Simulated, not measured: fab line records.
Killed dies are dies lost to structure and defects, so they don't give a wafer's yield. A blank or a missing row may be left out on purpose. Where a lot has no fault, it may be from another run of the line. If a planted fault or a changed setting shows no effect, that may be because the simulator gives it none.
Matching of chambers    flow gf180mcu    GF_PASSIVATION_CVD_00 on pecvd-03 has 3 sister chambers
The step deposits SiO2 from TEOS, target thk 1000 nm, time 111.95 s. 14 wafers are shown with their chamber, then 7 later ones without.

## EACH WAFER AND ITS CHAMBER
wafer   chamber  susceptor_temp_C (C)  heater_power_w (W)
L756.2  1        400.06                680
L756.4  0        400.25                760
L756.5  2        400.09                588
L767.1  1        400.11                767
L767.2  2        399.71                740
L767.4  0        400.44                626
L768.2  0        399.94                756
L768.3  1        399.52                781
L768.5  0        399.93                628
L769.2  2        399.92                702
L769.4  0        399.61                826
L769.6  1        399.63                639
L770.1  0        400.01                743
L770.3  2        400.02                707

SIGNATURES (means of the wafers above)
reading           chamber 0  chamber 1  chamber 2  scatter within a chamber
susceptor_temp_C  400.0300   399.8300   399.9350   0.263
heater_power_w    723.17     716.75     684.25     73.3
Rule: a wafer's distance from a chamber is the root of the sum, over the readings, of the square of ((its reading less the chamber's mean) divided by the reading's scatter). The wafer belongs to the nearest chamber; if the next one is less than 2 further off, it can't be placed. The scatter: take each reading less its chamber's mean, square it, sum over the shown wafers, divide by the number of wafers less the number of chambers, and take the root.

## WAFERS MISSING THEIR CHAMBER
wafer   susceptor_temp_C (C)  heater_power_w (W)
L770.5  400.09                774
L772.2  399.96                646
L772.3  400.17                676
L772.5  399.87                764
L773.1  400.57                792
L773.3  399.94                787
L773.5  400.07                636

## WHICH CHAMBER EACH ONE RAN IN
wafer   from the rows above           in truth
L770.5  can't be placed: 0 or 1 or 2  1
L772.2  can't be placed: 2 or 1 or 0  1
L772.3  can't be placed: 0 or 2 or 1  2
L772.5  can't be placed: 1 or 0 or 2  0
L773.1  can't be placed: 0 or 2 or 1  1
L773.3  can't be placed: 0 or 1 or 2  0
L773.5  can't be placed: 2 or 0 or 1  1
0 of 7 placed correctly. Unplaceable from these rows: 7, with the true chamber sitting among the candidates in 7. Wrongly placed: 0.
